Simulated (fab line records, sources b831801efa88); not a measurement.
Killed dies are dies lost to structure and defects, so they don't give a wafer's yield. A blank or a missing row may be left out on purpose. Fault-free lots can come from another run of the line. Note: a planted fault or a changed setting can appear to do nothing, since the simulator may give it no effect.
Struck lot and sound lot, side by side / flow sky130 / 15 steps out of a route of 708
Sound: the wafers L734.1, L734.4, L734.5. Wafers L744.1, L744.2, L744.4 were the ones struck. The cause is named last.
For every step that has rows: the tool of each side, followed by ch and its chambers, followed by its first start. Under that, the readings that differ: sound wafers / struck wafers / difference of the means / sigmas: that difference in standard deviations of wafers without a fault.
alike: readings with means less than 2 such deviations apart, plus words and numbers identical on both sides. not compared: withheld readings, readings lacking a value on some wafer, bounds such as >300 that could conceal the same value, and numbers that have no deviation in the record and whose values overlap.
Wherever a step has rows on one side only, a row that says differs or no value, or a row with sigmas, the two part there. Numbers that have no deviation but don't overlap get no sigmas and don't part them. Lack of a reading on every wafer of one side parts them only where that side has two or more wafers.

SKY_SPACER_ETCHBACK_02: etches Si3N4 in CH3F/O2, stops on SiO2, time 46.7 s, target depth 45 nm.
  sound on rie-diel-04 ch 1,2, day 23 03:53; struck on rie-diel-01 ch 0,3, day 26 17:31
  alike: drypump-motor-current-A, oes-product-au, rf-fwd-power-W, throttle-valve-pct
  not compared: rf-hours-counter-h
then, 8 steps without rows for these wafers: SKY_POLY_CUT_DEHYDRATE_00 (time 60 s); SKY_POLY_CUT_HMDS_01 (prime time 60 s); SKY_POLY_CUT_COAT_02 (resist thk 60 nm); SKY_POLY_CUT_COAT_03 (resist thk 450 nm); SKY_POLY_CUT_SOFTBAKE_04 (time 90 s); SKY_POLY_CUT_EXPOSE_05 (exposes mask NPCM, target cd 270 nm); SKY_POLY_CUT_PEB_06; SKY_POLY_CUT_DEVELOP_07 (develop time 60 s).
SKY_POLY_CUT_CD_MEAS_08: target cd 270 nm.
  sound: cd-sem-02 at day 24 10:33; struck: cd-sem-02 at day 27 21:52
reading=cd-nm (nm); sound=268.2 267.7 269.1; struck=271.5 271.3 272.1; difference=+3.3; sigmas=+2
SKY_POLY_CUT_OVL_MEAS_09:
  sound: overlay-02 at day 24 10:40; struck: overlay-01 at day 27 21:59
  alike: POLY_CUT_OVL
SKY_POLY_CUT_ETCH_10: etches BARC in N2/H2, stops on SiO2, time 45.9 s, target depth 60 nm.
  sound on rie-diel-02 ch 0,1,2, day 24 10:43; struck on rie-diel-02 ch 0,1,3, day 27 22:02
  alike: drypump-motor-current-A, oes-product-au, rf-fwd-power-W, throttle-valve-pct
  not compared: rf-hours-counter-h
SKY_POLY_CUT_ETCH_11: etches Si3N4 in CF4/CH2F2/Ar, stops on poly-Si, time 42.5 s, target depth 60 nm.
  sound on rie-diel-02 ch 0,1,2, day 24 10:45; struck on rie-diel-02 ch 0,1,3, day 27 22:04
reading=model.poly-Si_of_POLY_GATE_CVD_00.thk-nm (nm); sound=181.2 180.2 180.8; struck=170.2 170.4 170.9; difference=-10.2; sigmas=
reading=model.POLY_CUT.feature-depth-nm (nm); sound=61.87 61.71 61.83; struck=69.43 69.58 69.59; difference=+7.73; sigmas=
  alike: cf4-flow-sccm, drypump-motor-current-A, oes-product-au, rf-fwd-power-W, throttle-valve-pct
  not compared: rf-hours-counter-h
SKY_POLY_CUT_STRIP_12: strips in O2/N2.
  sound on plasma-asher-04 ch 0,1, day 24 10:47; struck on plasma-asher-02 ch 0,1, day 27 22:07
  alike: drypump-motor-current-A, oes-product-au, strip-time-to-endpoint-s
  not compared: rf-hours-counter-h
-- here the record skips 20 days between the struck wafers' starts before and after, leaving off in module POLY_CUT and picking up in module PAD_OPEN (first step shown: number 708 of the route) --
SKY_PAD_OPEN_PROBE_99:
  the record has rows for the struck wafers here (prober-02, day 48 06:13) and none for the sound ones

WHERE THEY PART
First at SKY_POLY_CUT_CD_MEAS_08; last, within this record, at SKY_PAD_OPEN_PROBE_99.

WHY: what had been put in by the simulator
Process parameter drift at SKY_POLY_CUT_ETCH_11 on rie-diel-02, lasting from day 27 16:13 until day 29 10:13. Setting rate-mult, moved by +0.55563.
